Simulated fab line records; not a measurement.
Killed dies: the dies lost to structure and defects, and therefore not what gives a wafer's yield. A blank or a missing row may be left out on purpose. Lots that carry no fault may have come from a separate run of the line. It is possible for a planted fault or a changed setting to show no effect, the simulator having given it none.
Problem report in the 8D (eight disciplines) form, filled by code | flow gf180mcu | the parts of the form that need people (team, actions taken, sign-off) are left out

## 1. WHAT IS WRONG
Mean V4_W_RS at GF_V4_RS_MEAS_24: 0.434 ohm/sq over 2 wafers in 2 lots; fault-free wafers: 0.326 ohm/sq, standard deviation 0.0038. Relative to the usual mean, that is a shift of +28 standard deviations.
The step: measures by four-point-probe.
First seen on wafer L247.4, day 25 11:35, on film-metro-04. At this step, 33 wafers from 11 lots have a number in the record. Rule for "out" (also "out of limits"): further than 4 standard deviations from the usual mean. Any other wafer with a number is counted as sound.

## 2. WHAT IT IS; WHAT IT IS NOT
question                    | is                           | is not
which readings at this step | V4_W_RS                      | -
which lots                  | L247, L249                   | L246, L258, L260, L261, L263, L264, L265, L267, L268
which wafers of those lots  | L247.4, L249.4               | L247.1, L247.5, L249.2, L249.5
read on which gauges        | film-metro-02, film-metro-04 | film-metro-01
when                        | from day 25 11:35            | up to then (5 sound wafers); but 26 sound wafers of L249, L258, L260, L261, L263, L264, L265, L267, L268 came after

## 3. SUSPECTS, AND WHAT RULES EACH OUT
Counting: a tool at a process step up to the reading stays a suspect if it ran every lot that is out. Sound lots after the first of them don't rule it out here, since some wafers of a struck lot are sound.
- the gauge at GF_V4_RS_MEAS_24 is ruled out. Those wafers that are out were read across 2 gauges (film-metro-02, film-metro-04).
- cvd-w-01 at GF_V4_CVD_23 (deposits W, target thk 350 nm, time 104.9 s): kept. Ran every lot that is out, first one L247 (day 25 11:28); last sound lot up to then L246 (day 24 20:14).
The count leaves cvd-w-01 at GF_V4_CVD_23.

## 4. THE CAUSE (what the simulator had put in)
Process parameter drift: cvd-w-01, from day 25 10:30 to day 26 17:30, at GF_V4_CVD_23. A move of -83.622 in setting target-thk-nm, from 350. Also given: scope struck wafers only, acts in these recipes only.
This tool alone remained once counting was done.

## 5. THE CHAIN OF EFFECTS, in route order
One row per reading whose mean, taken over the struck wafers that have a number, lies over 3 standard deviations from the usual. Readings are gone through only where the record gives a usual standard deviation; hours: the median, over the lots, of the time from a lot's start at the first step in this table giving one to that lot's start at this step; sigmas: the change measured in usual standard deviations.
hours | step              | reading            | usual        | on struck wafers | change | sigmas
0     | GF_V4_RS_MEAS_24  | V4_W_RS            | 0.326 ohm/sq | 0.434            | +0.108 | +28
0     | GF_V4_THK_MEAS_25 | V4_W_THK           | 349 nm       | 263              | -86    | -15
0     | GF_V4_CMP_26      | time-to-endpoint-s | 84 s         | 64               | -20    | -3.5
The process steps in it:
- GF_V4_CMP_26: polishes, stops on SiO2, t overpolish 15 s, target thk 0 nm.

## 6. HOW IT WOULD HAVE BEEN CAUGHT EARLIER
In this record the first reading out of limits at a measuring or inspecting step was taken at day 25 11:35, 1 hour after the fault began at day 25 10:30.
No tool reading at GF_V4_CVD_23 that has a usual standard deviation in the record was out on any struck wafer, so an alarm limit of 4 standard deviations on those readings would not have fired.
Among the 2 lots that are out, L249 began GF_V4_CVD_23 on cvd-w-01 after day 25 11:35. Putting the tool on hold at that point would have spared it.
